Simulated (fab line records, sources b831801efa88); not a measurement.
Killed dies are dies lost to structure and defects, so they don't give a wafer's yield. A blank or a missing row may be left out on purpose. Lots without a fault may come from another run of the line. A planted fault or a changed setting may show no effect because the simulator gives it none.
Which tool did it? | flow sky130 | 12 lots, 36 wafers sampled, at 1 step of a route of 708

WHAT THE GAUGES READ, wafer by wafer
SKY_LOCAL_INTERCONNECT_RS_MEAS_01: measures by four-point-probe.
lot  | measured     | on            | LOCAL_INTERCONNECT_TIN_RS (ohm/sq)
L074 | day 30 10:31 | film_metro-03 | 14.30 14.30 14.27
L077 | day 30 11:28 | film_metro-01 | 14.32 14.17 13.94
L078 | day 30 12:29 | film_metro-01 | 14.21 13.96 13.94
L081 | day 30 17:31 | film_metro-03 | 14.05 14.17 13.99
L083 | day 31 23:28 | film_metro-02 | 13.97 14.08 13.96
L086 | day 37 01:13 | film_metro-03 | 14.23 14.13 14.24
L089 | day 37 02:49 | film_metro-01 | 13.88 14.04 13.93
L088 | day 37 03:15 | film_metro-02 | 14.32 14.43 14.38
L095 | day 37 05:13 | film_metro-01 | 14.00 14.01 13.66
L090 | day 37 06:44 | film_metro-01 | 13.97 14.06 14.00
L096 | day 37 08:19 | film_metro-01 | 14.17 14.18 14.03
L092 | day 37 11:01 | film_metro-03 | 14.01 14.16 13.91

WHICH TOOL RAN EACH LOT (tool, then ch and the chambers of the sampled wafers, then the start)
The record holds no process step before these readings.

THE ANSWER, worked out from the rows above alone
Rule: what is usual is taken from the lots themselves. Put in order of their means at a reading, lots are off if they are a third of the lots or fewer, leave a main group of 4 or more, and stand apart from it by a gap of 3 or more times the standard deviation of the main group's means; of several such gaps the widest counts. A main group whose means are all the same, to the digits that the tables above print for the reading, isn't used. A lot without any number at a reading at which 4 lots or more have one is off too. The other lots that the step has rows for count as sound.
No lot is off at any reading shown: from this, nothing can be told.

WHAT THE SIMULATOR HAD PUT IN
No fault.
